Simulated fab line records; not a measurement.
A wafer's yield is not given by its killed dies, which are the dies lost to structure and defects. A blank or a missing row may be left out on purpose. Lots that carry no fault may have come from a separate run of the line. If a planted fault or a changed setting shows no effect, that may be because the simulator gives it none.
8D (eight disciplines) problem report, filled in by code ; flow gf180mcu ; the parts of the form that need people (team, actions taken, sign-off) are left out

1. WHAT IS WRONG
Wafers without a fault read 23.01 C, standard deviation 0.11; developerTempC at GF_HV_LDD_DEVELOP_45 reads a mean of 21.91 C on 6 wafers belonging to 2 lots. That puts it -10 standard deviations away from the usual mean.
The step: develop time 62.29 s.
The first sign was on wafer L443.2 at day 16 23:42, on lithoTrack-04. The record holds 42 wafers of 14 lots with a number at this step. Rule for "out" (also "out of limits"): further than 4 standard deviations from the usual mean. The rest of the wafers with a number are treated as sound.

2. WHAT THIS IS AND IS NOT
question;is;is not
which readings at this step;developerTempC;exhaustPa
which lots;L443, L445;L430, L432, L433, L434, L435, L437, L438, L447, L449, L451, L452, L453
which wafers of those lots;all that have a number;-
read on which tools;lithoTrack-04;lithoTrack-01, lithoTrack-03
when;from day 16 23:42;"up to then (21 sound wafers); but 15 sound wafers of L447, L449, L451, L452, L453 came after"

3. SUSPECTS, AND WHAT RULES EACH OUT
Counting: a tool at a process step up to the reading stays a suspect if it ran every lot that is out and no sound lot after the first of them.
- lithoTrack-04 at GF_HV_LDD_DEVELOP_45 (develop time 62.29 s): kept. It processed each lot that is out, first L443 at day 16 23:42, and no sound lot thereafter; up to then, the last sound lot it processed was L438 at day 15 08:18. Out on those wafers are its own readings of developerTempC.
The count leaves lithoTrack-04 at GF_HV_LDD_DEVELOP_45.

4. THE CAUSE (what the simulator had put in)
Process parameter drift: lithoTrack-04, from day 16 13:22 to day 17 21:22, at GF_HV_LDD_DEVELOP_45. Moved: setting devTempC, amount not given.
Counting left only this tool.

5. THE CHAIN OF EFFECTS, in route order
One row per reading whose mean, taken over the struck wafers that have a number, lies over 3 standard deviations from the usual. Scope: only readings with a usual standard deviation given in the record; hours: median across lots of the time from each lot's start at the first step in this table that gives one to its start at this step; sigmas: change in usual standard deviations.
hours;step;reading;usual;on struck wafers;change;sigmas
0;GF_HV_LDD_DEVELOP_45;developerTempC;23.01 C;21.91;-1.10;-10
Here are the process steps it includes:
- GF_HV_LDD_DEVELOP_45: develop time 62.29 s.

6. WHAT WOULD HAVE CAUGHT IT SOONER
10 hours passed between the start of the fault at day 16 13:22 and the first reading out of limits in this record, taken at day 16 23:42.
